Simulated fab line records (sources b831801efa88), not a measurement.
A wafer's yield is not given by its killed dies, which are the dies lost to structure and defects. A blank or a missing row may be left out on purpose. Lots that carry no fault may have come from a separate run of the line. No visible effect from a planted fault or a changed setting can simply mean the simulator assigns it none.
A struck lot beside a sound one | flow sky130 | 43 out of 708 route steps
Sound: these wafers, L211.1, L211.4, L211.5. Wafers L228.3, L228.5, L228.6 were the ones struck. The cause comes at the end.
For every step that has rows: the tool of each side, followed by ch and its chambers, followed by its first start. Under that, the readings that differ: sound wafers | struck wafers | difference of the means | sigmas: that difference in standard deviations of wafers without a fault.
alike: readings whose means differ by less than 2 such deviations, and words and numbers that are the same on both sides. not compared: withheld readings, readings that some wafer has no value for, bounds like >300 that may hide the same value, and numbers for which the record gives no deviation and whose values overlap.
Wherever a step has rows on one side only, a row that says differs or no value, or a row with sigmas, the two part there. Numbers that don't overlap but have no deviation are shown without sigmas and don't part them. A reading missing from all wafers of one side parts the sides only when that side holds two or more wafers.

first, 3 steps without rows for these wafers: SKY_LDD_N_EXPOSE_04 (exposes mask NTM, target cd 840 nm); SKY_LDD_N_PEB_05; SKY_LDD_N_DEVELOP_06 (develop time 60 s).
SKY_LDD_N_OVL_MEAS_07:
  sound on overlay-02 at day 19 05:56; struck on overlay-01 at day 24 20:48
  alike: LDD_N_OVL
then, 8 steps without rows for these wafers: SKY_LDD_N_IMPLANT_08; SKY_LDD_N_IMPLANT_09; SKY_LDD_N_IMPLANT_10; SKY_LDD_N_IMPLANT_11; SKY_LDD_N_IMPLANT_12; SKY_LDD_N_IMPLANT_13; SKY_LDD_N_IMPLANT_14; SKY_LDD_N_IMPLANT_15.
SKY_LDD_N_STRIP_16: strips in O2/N2.
  sound on plasma-asher-03 ch 0,1, day 19 07:10; struck on plasma-asher-02 ch 0,1, day 24 22:04
  reading                     | sound          | struck         | difference | sigmas
  drypump-motor-current-A (A) | 5.28 5.30 5.29 | 5.96 5.92 5.69 | +0.57      | +2
  alike: oes-product-au, strip-time-to-endpoint-s
  not compared: rf-hours-counter-h
SKY_LDD_N_TW_MEAS_17:
  sound on film-metro-02 at day 19 07:16; struck on film-metro-03 at day 24 22:09
  alike: LDD_N_TW
then, 7 steps without rows for these wafers: SKY_LDD_P_DEHYDRATE_00 (time 60 s); SKY_LDD_P_HMDS_01 (prime time 60 s); SKY_LDD_P_COAT_02 (resist thk 1140 nm); SKY_LDD_P_SOFTBAKE_03 (time 60 s); SKY_LDD_P_EXPOSE_04 (exposes mask PSDM, target cd 380 nm); SKY_LDD_P_PEB_05; SKY_LDD_P_DEVELOP_06 (develop time 60 s).
SKY_LDD_P_CD_MEAS_07 targets a cd of 380 nm.
  sound on cd-sem-01 at day 20 12:50; struck on cd-sem-02 at day 26 02:53
  alike: cd-nm
SKY_LDD_P_OVL_MEAS_08:
  sound on overlay-01 at day 20 12:58; struck on overlay-01 at day 26 02:58
  alike: LDD_P_OVL
next, for these wafers, 1 step has no rows: SKY_LDD_P_IMPLANT_09.
SKY_LDD_P_STRIP_10: strips in O2/N2.
  sound on plasma-asher-04 ch 0,1, day 20 13:09; struck on plasma-asher-01 ch 0,1, day 26 03:11
  reading                     | sound       | struck      | difference | sigmas
  drypump-motor-current-A (A) | 5.9 5.9 5.8 | 5.1 5.1 5.3 | -0.7       | -2
  alike: oes-product-au, strip-time-to-endpoint-s
  not compared: rf-hours-counter-h
SKY_LDD_P_TW_MEAS_11:
  sound on film-metro-03 at day 20 13:15; struck on film-metro-04 at day 26 03:16
  reading  | sound       | struck      | difference | sigmas
  LDD_P_TW | 625 625 629 | 640 646 642 | +16        | +3
then, 7 steps without rows for these wafers: SKY_LDD_HVN_DEHYDRATE_00 (time 60 s); SKY_LDD_HVN_HMDS_01 (prime time 60 s); SKY_LDD_HVN_COAT_02 (resist thk 300 nm); SKY_LDD_HVN_SOFTBAKE_03 (time 60 s); SKY_LDD_HVN_EXPOSE_04 (exposes mask HVNTM, target cd 700 nm); SKY_LDD_HVN_PEB_05; SKY_LDD_HVN_DEVELOP_06 (develop time 60 s).
SKY_LDD_HVN_OVL_MEAS_07:
  sound on overlay-01 at day 21 19:11; struck on overlay-01 at day 27 08:24
  alike: LDD_HVN_OVL
next, for these wafers, 1 step has no rows: SKY_LDD_HVN_IMPLANT_08.
SKY_LDD_HVN_STRIP_09: strips in O2/N2.
  sound on plasma-asher-03 ch 0,1, day 21 19:23; struck on plasma-asher-02 ch 0,1, day 27 08:37
  reading                     | sound          | struck         | difference | sigmas
  drypump-motor-current-A (A) | 5.33 5.26 5.31 | 5.94 5.93 5.71 | +0.56      | +2
  alike: oes-product-au, strip-time-to-endpoint-s
  not compared: rf-hours-counter-h
SKY_LDD_HVN_TW_MEAS_10:
  sound on film-metro-04 at day 21 19:29; struck on film-metro-03 at day 27 08:41
  reading    | sound          | struck         | difference | sigmas
  LDD_HVN_TW | 1442 1441 1443 | 1416 1414 1409 | -29        | -2
then, 5 steps without rows for these wafers: SKY_LDD_HVP_DEHYDRATE_00 (time 60 s); SKY_LDD_HVP_HMDS_01 (prime time 60 s); SKY_LDD_HVP_COAT_02 (resist thk 300 nm); SKY_LDD_HVP_SOFTBAKE_03 (time 60 s); SKY_LDD_HVP_EXPOSE_04 (exposes mask HVPTM, target cd 700 nm).
-- here the record skips 23 days between the struck wafers' starts before and after, leaving off in module LDD_HVP and picking up in module PAD_OPEN (first step shown: number 708 of the route) --
SKY_PAD_OPEN_PROBE_99:
  sound on prober-02 at day 47 08:14; struck on prober-01 at day 50 20:31
  reading             | sound    | struck      | difference | sigmas
  killed-at-front-end | 14 13 14 | 68 74 77    | +59        | +14
  killed-dies         | 84 79 92 | 136 131 143 | +52        | +5
  alike: killed_at_M0_to_M3, killed_at_M4_up, killed-at-contacts, killed-at-other, killed-on-rim, killed-open, killed-short

## WHERE THEY PART
Last at SKY_PAD_OPEN_PROBE_99 as far as this record goes, first at SKY_LDD_N_STRIP_16.

WHY: what had been put in by the simulator
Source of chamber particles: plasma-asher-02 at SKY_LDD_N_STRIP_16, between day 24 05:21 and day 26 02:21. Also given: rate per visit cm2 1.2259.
